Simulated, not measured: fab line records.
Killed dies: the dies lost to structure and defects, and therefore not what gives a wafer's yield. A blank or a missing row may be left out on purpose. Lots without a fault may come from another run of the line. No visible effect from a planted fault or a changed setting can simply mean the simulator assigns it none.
Which tool is to blame? || flow sky130 || Sampling: 11 lots, 33 wafers, 2 of 708 route steps

== WHAT EACH GAUGE READ, for each wafer ==
SKY_GATE_OXIDE_THK_MEAS_02.
{"lot": "L602", "measured": "day 13 00:56", "on": "film metro-04", "GATE_OXIDE_OXIDATION_00_THK (nm)": "10.51 10.51 10.55"}
{"lot": "L603", "measured": "day 13 06:48", "on": "film metro-04", "GATE_OXIDE_OXIDATION_00_THK (nm)": "10.20 10.32 10.33"}
{"lot": "L606", "measured": "day 14 16:48", "on": "film metro-01", "GATE_OXIDE_OXIDATION_00_THK (nm)": "10.21 9.96 10.26"}
{"lot": "L605", "measured": "day 14 18:13", "on": "film metro-04", "GATE_OXIDE_OXIDATION_00_THK (nm)": "10.41 10.31 10.31"}
{"lot": "L608", "measured": "day 16 02:28", "on": "film metro-04", "GATE_OXIDE_OXIDATION_00_THK (nm)": "10.30 10.24 10.20"}
{"lot": "L611", "measured": "day 16 02:29", "on": "film metro-01", "GATE_OXIDE_OXIDATION_00_THK (nm)": "10.12 10.32 10.20"}
{"lot": "L612", "measured": "day 16 14:51", "on": "film metro-04", "GATE_OXIDE_OXIDATION_00_THK (nm)": "12.42 12.72 12.49"}
{"lot": "L613", "measured": "day 16 14:50", "on": "film metro-01", "GATE_OXIDE_OXIDATION_00_THK (nm)": "12.51 12.55 12.39"}
{"lot": "L621", "measured": "day 19 11:26", "on": "film metro-01", "GATE_OXIDE_OXIDATION_00_THK (nm)": "10.51 10.33 10.51"}
{"lot": "L623", "measured": "day 21 08:38", "on": "film metro-01", "GATE_OXIDE_OXIDATION_00_THK (nm)": "9.62 10.03 9.92"}
{"lot": "L624", "measured": "day 21 08:38", "on": "film metro-02", "GATE_OXIDE_OXIDATION_00_THK (nm)": "10.16 9.97 10.21"}

== WHICH TOOL RAN EACH LOT (tool, then ch and the chambers of the sampled wafers, then the start) ==
{"lot": "L602", "SKY_GATE_OXIDE_OXIDATION_01": "furnace-01 ch 0, day 12 23:31"}
{"lot": "L603", "SKY_GATE_OXIDE_OXIDATION_01": "furnace-02 ch 0, day 13 05:23"}
{"lot": "L606", "SKY_GATE_OXIDE_OXIDATION_01": "furnace-01 ch 0, day 14 15:23"}
{"lot": "L605", "SKY_GATE_OXIDE_OXIDATION_01": "furnace-01 ch 0, day 14 16:48"}
{"lot": "L608", "SKY_GATE_OXIDE_OXIDATION_01": "furnace-01 ch 0, day 16 01:00"}
{"lot": "L611", "SKY_GATE_OXIDE_OXIDATION_01": "furnace-01 ch 0, day 16 01:00"}
{"lot": "L612", "SKY_GATE_OXIDE_OXIDATION_01": "furnace-01 ch 0, day 16 13:25"}
{"lot": "L613", "SKY_GATE_OXIDE_OXIDATION_01": "furnace-01 ch 0, day 16 13:25"}
{"lot": "L621", "SKY_GATE_OXIDE_OXIDATION_01": "furnace-02 ch 0, day 19 10:01"}
{"lot": "L623", "SKY_GATE_OXIDE_OXIDATION_01": "furnace-01 ch 0, day 21 07:13"}
{"lot": "L624", "SKY_GATE_OXIDE_OXIDATION_01": "furnace-01 ch 0, day 21 07:13"}
- SKY_GATE_OXIDE_OXIDATION_01: stabilise 600 s, purge 300 s, target thk 10.268 nm.

== THE ANSWER, worked out from the rows above alone ==
Rule: usual is defined by the lots themselves. The widest of any qualifying gaps counts: lots, ordered by their means at a reading, are off when they make up no more than a third of the lots, leave a main group of 4 or more, and stand apart from it by 3 or more times the standard deviation of that group's means. Not used: any main group whose means are identical at the precision the tables above print for the reading. A lot without any number at a reading at which 4 lots or more have one is off too. Where the step has rows for the other lots, those lots are counted as sound.
Off: at SKY_GATE_OXIDE_THK_MEAS_02 (GATE_OXIDE_OXIDATION_00_THK), L612, L613. Mean 10.24 nm and standard deviation 0.19 in the main group.
If a tool, at a process step before that reading, ran all the lots that are off and no sound lot after the first of them, it fits. Gauges at SKY_GATE_OXIDE_THK_MEAS_02: tried the same way as those tools. None of those tried fits.

== WHAT THE SIMULATOR HAD INSERTED ==
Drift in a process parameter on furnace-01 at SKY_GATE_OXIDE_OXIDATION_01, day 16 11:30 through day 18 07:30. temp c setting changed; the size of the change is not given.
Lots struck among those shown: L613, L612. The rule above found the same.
